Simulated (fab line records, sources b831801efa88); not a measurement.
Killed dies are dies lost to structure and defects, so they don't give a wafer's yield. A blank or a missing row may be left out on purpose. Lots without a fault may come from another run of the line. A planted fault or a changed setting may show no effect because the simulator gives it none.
fab line records | flow sfq_line
record lots=14 wafers=42 last_day=96
route steps=325 shown M1@70
lots that met no fault: from a run of the same line without faults
start_h: hours from the record's first day to the start of the lot's first wafer shown | wait_h: hours since the lot's step before | " the same as in the row above | L1.1+2: a row that stands for several wafers | - no value, or no start given | * or withheld: withheld | < > ~ a bound
route shown NAME@n: a module of which the file shows steps, and the number in the route of the first | usual: mean/standard deviation of fault-free wafers | same: alike in all rows | chamber/n: place in a boat | sites: the reading at each site | _std_site: their standard deviation | _edge_site: outer sites' mean less inner sites' | radius_mm: how far each site lies from the wafer's centre | mask NAME#n: copy n | behind: the tool/chamber that last shaped the wafer | hold: why the lot was held/for how many hours/how that ended | device: the transistor (n, p or np) that didn't switch | end of line: the same wafers' tests at the end of the route | a step without rows: its recipe alone | killed: dies lost to structure and defects at the first sort, not the wafer's yield | map: a wafer's dies, x killed, . not, _ none there
set.NAME: the setting as run; set.NAME@STEP: as run at that earlier step | model.NAME: the simulator's own value behind a step, which no gauge read
steps of the route over a sample of lots; a table a step, a row a wafer
services: from which hour (start_h, from the record's first day; less than 0 if before it) a tool's chamber was out of use, for how many hours, and why
## steps
# step SFQ_TRILAYER_M1_ETCH_METAL_ETCH_042
# recipe target=Nb stop_on=SiO2 mask_material=PR chemistry=Cl2/Ar target_depth_nm=240 icp_w=600 bias_w=80 pressure_mtorr=10 time_s=120
# usual bias_w=80.06/0.24 drypump_motor_current_A=5.9/0.33 oes_product_au=0.893/0.0065
# columns lot.wafer tool chamber start_h wait_h bias_w drypump_motor_current_A oes_product_au rf_hours_counter_h
L746.1 rie_metal-02 0 555.57 0.0 80.24 5.5 0.901 16
L746.5 " 1 " " 80.10 6.0 0.896 -
L746.6 " 0 " " 80.08 5.5 0.896 -
L748.2 rie_metal-04 1 585.57 0.0 80.23 6.4 0.884 18
L748.3 " 1 " " 80.10 6.4 0.887 -
L748.4 " 0 " " 80.06 5.7 0.892 -
L751.1 rie_metal-04 0 623.70 0.0 85.98 5.7 0.895 56
L751.4 " 0 " " 85.99 5.7 0.894 -
L751.6 " 0 " " 85.94 5.7 0.881 -
L753.1 rie_metal-04 0 647.70 0.0 86.11 5.7 0.891 59
L753.5 " 1 " " 85.84 6.4 0.899 -
L753.6 " 0 " " 86.38 5.6 0.894 -
L759.1 rie_metal-01 1 700.30 0.0 79.70 5.9 0.892 47
L759.2 " 0 " " 80.41 5.7 0.893 12
L759.4 " 1 " " 79.91 5.9 0.894 -
L760.4 rie_metal-04 1 702.75 0.1 80.18 6.4 0.894 -
L760.5 " 0 " " 79.75 5.7 0.883 -
L760.6 " 1 " " 80.16 6.3 0.892 -
L761.1 rie_metal-01 0 703.90 0.0 79.82 5.6 0.896 12
L761.4 " 1 " " 79.82 5.9 0.894 -
L761.5 " 0 " " 80.00 5.6 0.901 -
L762.1 rie_metal-01 0 729.23 0.0 80.18 5.6 0.892 15
L762.2 " 1 " " 80.17 5.9 0.898 51
L762.4 " 1 " " 80.33 5.9 0.898 -
L763.1 rie_metal-01 1 737.63 0.0 79.56 5.9 0.899 52
L763.2 " 0 " " 79.97 5.6 0.892 17
L763.6 " 0 " " 79.88 5.6 0.889 -
L764.1 rie_metal-02 0 752.63 0.0 79.96 5.5 0.883 37
L764.2 " 1 " " 79.84 6.0 0.893 2
L764.6 " 0 " " 79.80 5.5 0.894 -
L765.1 rie_metal-04 1 767.09 0.1 79.93 6.4 0.892 40
L765.3 " 1 " " 80.13 6.4 0.894 -
L765.6 " 1 " " 80.02 6.4 0.891 -
L766.3 rie_metal-04 1 778.93 0.1 80.27 6.3 0.881 -
L766.5 " 1 " " 80.21 6.4 0.903 -
L766.6 " 0 " " 80.34 5.7 0.896 -
L767.2 rie_metal-02 1 790.89 0.0 79.88 6.0 0.888 9
L767.4 " 0 " " 80.03 5.5 0.884 -
L767.6 " 0 " " 80.20 5.5 0.883 -
L769.2 rie_metal-01 0 804.26 0.0 79.98 5.7 0.893 30
L769.5 " 1 " " 79.63 5.9 0.897 -
L769.6 " 0 " " 80.23 5.6 0.889 -
## services
# columns tool chamber start_h hours kind
rie_metal-01 0 552.86 - clean
rie_metal-01 0 552.86 18.0 scheduled_down
rie_metal-01 0 552.86 18.0 vent_cycle
rie_metal-02 - 553.95 1.3 repair
rie_metal-01 - 583.15 0.7 repair
rie_metal-02 1 673.53 - clean
rie_metal-02 1 673.53 29.5 scheduled_down
rie_metal-02 1 673.53 29.5 vent_cycle
rie_metal-04 - 699.33 0.6 repair
rie_metal-02 - 711.10 28.1 pm
rie_metal-01 1 761.62 24.7 repair
rie_metal-04 0 764.15 5.4 repair
## key
first_sign step=SFQ_TRILAYER_M1_ETCH_METAL_ETCH_042 reading=bias_w direction=up sigmas=25 usual=80.06 struck=86.04
effect none on later readings
met_at SFQ_TRILAYER_M1_ETCH_METAL_ETCH_042
struck_lots L751,L753
onset_between 585.57 623.70
fault kind=process_parameter_drift tool=rie_metal-04 chamber=- onset_h=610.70 steps=SFQ_TRILAYER_M1_ETCH_METAL_ETCH_042 channel=bias_w offset=5.9598 shape=step end_h=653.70 acts_in=these_recipes_only stated=80
